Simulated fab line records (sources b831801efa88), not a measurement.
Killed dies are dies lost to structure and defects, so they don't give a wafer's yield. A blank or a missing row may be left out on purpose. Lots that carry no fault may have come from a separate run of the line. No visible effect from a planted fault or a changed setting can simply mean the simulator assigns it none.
One fault through the eyes of 2 desks ; flow sky130 ; each desk holds nothing but its own numbers, with what lay behind them at the end

## FROM THE METROLOGY DESK
What the gauges read for every lot (on any tool): the sampled wafers with a number, averaged. The brackets show how far a lot's mean lies from the usual mean; more than 4 standard deviations puts the lot out of limits, marked OUT.
Columns: A = VIA3_BOW at SKY_VIA3_BOW_MEAS_03, usual 79 um
lot;first seen here;A
L533;day 39 01:56;76
L535;day 39 18:42;84
L536;day 40 07:28;90
L537;day 40 16:29;73
L539;day 40 22:03;65
L540;day 41 08:55;83
L544;day 42 15:08;75
L547;day 43 12:21;80
L550;day 44 01:26;80
L552;day 44 15:43;84
L555;day 45 08:08;75
Result from this desk: across the 11 lots, nothing is out of limits.

## FOR THE TOOL OWNER'S DESK: rie diel-02
The tool's own readings at SKY_VIA3_ETCH_14 (etches BARC in N2/H2, stops on SiO2, time 45.9 s, target depth 60 nm): means of the sampled wafers that have a number, for each lot that ran on this tool. The brackets show how far a lot's mean lies from the usual mean; more than 4 standard deviations puts the lot out of limits, marked OUT.
Columns: A = drypump motor current A at SKY_VIA3_ETCH_14, usual 5.7 A; B = h2 flow sccm at SKY_VIA3_ETCH_14, usual 200.0 sccm; C = oes product au at SKY_VIA3_ETCH_14, usual 0.856 a.u.; D = throttle valve pct at SKY_VIA3_ETCH_14, usual 13.225 %
lot;first seen here;A;B;C;D
L533;day 40 03:08;5.8;199.8;0.857;13.217
L536;day 41 08:03;5.5;200.1;0.853;13.231
L537;day 41 17:08;5.7;199.8;0.849;13.230
L540;day 42 08:48;5.8;200.0;0.853;13.220
L547;day 44 10:53;5.4;199.7;0.857;13.221
L550;day 44 23:55;6.0;200.1;0.856;13.229
Result from this desk: across the 6 lots, nothing is out of limits.

## ALL TOGETHER
Metrology desk: nothing out of limits seen.
The tool owner's desk saw nothing out of limits.

## WHAT THE SIMULATOR HAD INSERTED
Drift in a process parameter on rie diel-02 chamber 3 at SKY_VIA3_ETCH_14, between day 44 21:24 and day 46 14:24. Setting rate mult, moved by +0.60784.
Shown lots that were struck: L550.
